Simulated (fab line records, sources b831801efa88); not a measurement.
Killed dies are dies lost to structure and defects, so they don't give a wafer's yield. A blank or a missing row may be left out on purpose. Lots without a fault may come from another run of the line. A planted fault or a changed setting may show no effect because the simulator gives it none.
Problem report in the 8D (eight disciplines) form, filled by code | flow sky130 | the parts of the form that need people (team, actions taken, sign-off) are left out

1. THE PROBLEM
beam_energy_keV at SKY_LDD_LDN_IMPLANT_11 reads a mean of 19.108 on 6 wafers of 2 lots; wafers without a fault read 15.000 with a standard deviation of 0.0048. That is +99 or more standard deviations from the usual mean.
First seen on wafer L731.1, day 29 13:37, on implanter-01. The record holds 18 wafers of 6 lots with a number at this step. Rule for "out", or "out of limits": more than 4 standard deviations from the usual mean. The other wafers with a number count as sound.

2. WHAT IT IS AND WHAT IT IS NOT
question                    | is                     | is not
which readings at this step | beam_energy_keV        | -
which lots                  | L731, L732             | L714, L716, L721, L734
which wafers of those lots  | all that have a number | -
read on which tools         | implanter-01           | implanter-04
when                        | from day 29 13:37      | up to then (9 sound wafers); but 3 sound wafers of L734 came after

3. SUSPECTS, AND WHAT RULES EACH OUT
Counting: a tool at a process step up to the reading stays a suspect if it ran every lot that is out and no sound lot after the first of them.
- implanter-01 at SKY_LDD_LDN_IMPLANT_11: kept. It ran every lot that is out, first L731 (day 29 13:37), and no sound lot after that; its last sound lot up to then is L721 (day 26 01:35). Its own readings are out on those wafers: beam_energy_keV.
Left after counting: implanter-01 at SKY_LDD_LDN_IMPLANT_11.

4. THE CAUSE (what the simulator had put in)
Process parameter drift: implanter-01, from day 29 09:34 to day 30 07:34, at SKY_LDD_LDN_IMPLANT_11. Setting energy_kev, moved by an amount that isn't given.
Counting left only this tool.

5. THE CHAIN OF EFFECTS, in route order
Each row: a reading whose mean over the struck wafers that have a number lies more than 3 standard deviations from the usual. Only readings for which the record gives a usual standard deviation are gone through. hours: the time from each lot's start at the first step in this table that gives one to its start at this step, as a median over the lots. sigmas: the change in usual standard deviations.
hours | step                   | reading         | usual  | on struck wafers | change | sigmas
0     | SKY_LDD_LDN_IMPLANT_11 | beam_energy_keV | 15.000 | 19.108           | +4.108 | +99 or more
The process steps in it:
- SKY_LDD_LDN_IMPLANT_11

6. WHAT WOULD HAVE CAUGHT IT SOONER
In this record the first reading out of limits was taken at day 29 13:37, 4 hours after the fault began at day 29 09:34.
